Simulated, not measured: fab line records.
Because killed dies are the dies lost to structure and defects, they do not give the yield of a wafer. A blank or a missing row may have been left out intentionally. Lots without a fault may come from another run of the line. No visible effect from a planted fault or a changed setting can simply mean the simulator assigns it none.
Problem report in the 8D (eight disciplines) form, filled by code -- flow sky130 -- the parts of the form that need people (team, actions taken, sign-off) are left out

## 1. WHAT IS WRONG
Wafers without a fault read 3.0, standard deviation 1.8; killed_at_M4_up at SKY_PAD_OPEN_PROBE_99 reads a mean of 28.4 on 9 wafers belonging to 3 lots. Measured from the usual mean, that is +14 standard deviations.
Earliest sighting: wafer L478.1 on prober-01 at day 49 11:23. Wafers with a number at this step in the record: 15, from 5 lots. Rule for "out" (also "out of limits"): further than 4 standard deviations from the usual mean. The rest of the wafers with a number are treated as sound.

## 2. WHAT IT IS, WHAT IT ISN'T
question,is,is not
which readings at this step,killed_at_M4_up,"killed_at_front_end, killed_at_other"
which lots,"L478, L479, L480","L472, L475"
which wafers of those lots,all that have a number,-
read on which tools,"prober-01, prober-02",-
when,from day 49 11:23,up to then (6 sound wafers)

## 3. THE SUSPECTS, EACH WITH WHAT RULES IT OUT
Counting: a tool at any process step up to the reading remains a suspect when it ran all the lots that are out and ran no sound lot after the first of those.
- wet_bench-04 at SKY_VIA4_CLEAN_15 (cleans in IPA, time 180 s): kept. Every lot that is out went through it, starting with L478 (day 46 19:47), and after that it ran no sound lot; the last sound lot it ran before then is L475 (day 46 09:20).
The count leaves wet_bench-04 at SKY_VIA4_CLEAN_15.

## 4. THE CAUSE (what the simulator had put in)
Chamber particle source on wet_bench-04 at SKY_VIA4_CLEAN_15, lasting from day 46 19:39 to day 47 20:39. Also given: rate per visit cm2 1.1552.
This tool alone remained once counting was done.

## 5. SEQUENCE OF EFFECTS, ordered by route
Each row: a reading where the mean over the struck wafers with a number is more than 3 standard deviations away from the usual. Only readings whose record carries a usual standard deviation are examined. hours: median over the lots of the time between each lot's start at the first step of this table that gives one and its start at this step. sigmas: the change, counted in usual standard deviations.
hours,step,reading,usual,on struck wafers,change,sigmas
0,SKY_PAD_OPEN_PROBE_99,killed_at_M4_up,3.0,28.4,+25.4,+14
0,SKY_PAD_OPEN_PROBE_99,sort_bin_3_pad_short,0.8 %,2.3,+1.5,+3.5
Process steps it contains:
- SKY_PAD_OPEN_PROBE_99

## 6. HOW IT WOULD HAVE BEEN CAUGHT EARLIER
The fault began at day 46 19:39; the first out-of-limits reading in this record came at day 49 11:23, 64 hours later.
By day 49 11:23 the whole set of lots that are out, 3 in number, had already begun SKY_VIA4_CLEAN_15 on wet_bench-04. A hold on the tool at that time would have spared none of them.
